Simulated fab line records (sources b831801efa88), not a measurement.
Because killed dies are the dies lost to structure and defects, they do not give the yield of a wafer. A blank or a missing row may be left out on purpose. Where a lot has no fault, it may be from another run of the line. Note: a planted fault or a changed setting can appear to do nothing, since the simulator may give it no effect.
Matching of chambers | flow gf180mcu | GF_STI_CMP_25 on cmp-02 has 4 sister chambers
The step polishes, stops on Si3N4, t overpolish 33 s, target thk 524.6 nm. 4 wafers are shown with their chamber, then 8 later ones without.

== EACH WAFER AND ITS CHAMBER ==
wafer  | chamber | motor current A (A)
L976.6 | 2       | 12.5
L981.2 | 0       | 11.6
L981.3 | 3       | 10.0
L984.1 | 1       | 11.0

== WAFERS MISSING THEIR CHAMBER ==
wafer  | motor current A (A)
L984.3 | 12.2
L984.4 | 11.3
L985.1 | 11.5
L985.3 | 10.5
L985.4 | 12.1
L986.2 | 11.1
L986.4 | 12.3
L986.6 | 12.1

== WHICH CHAMBER EACH WENT THROUGH ==
wafer  | from the rows above          | in truth
L984.3 | can't be placed: 2 or 0      | 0
L984.4 | can't be placed: 0 or 1      | 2
L985.1 | can't be placed: 0 or 1      | 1
L985.3 | can't be placed: 1 or 3 or 0 | 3
L985.4 | can't be placed: 2 or 0      | 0
L986.2 | can't be placed: 1 or 0      | 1
L986.4 | can't be placed: 2 or 0      | 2
L986.6 | can't be placed: 2 or 0      | 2
0 of 8 placed correctly. These rows do not allow placing 8 (true chamber among the candidates in 7). Placed wrongly: 0.
How it was worked out, from the rows above alone: a wafer's distance from a chamber is the root of the sum, over the readings, of the square of ((its reading less the chamber's mean) divided by the reading's scatter). If the next closest chamber is less than 2 further off than the closest, the wafer can't be placed; otherwise it belongs to the closest. For every chamber, the mean is computed from those of its wafers that are shown. The scatter: root of mean squared gap, hidden wafer to nearest shown wafer, with one shown wafer a chamber.
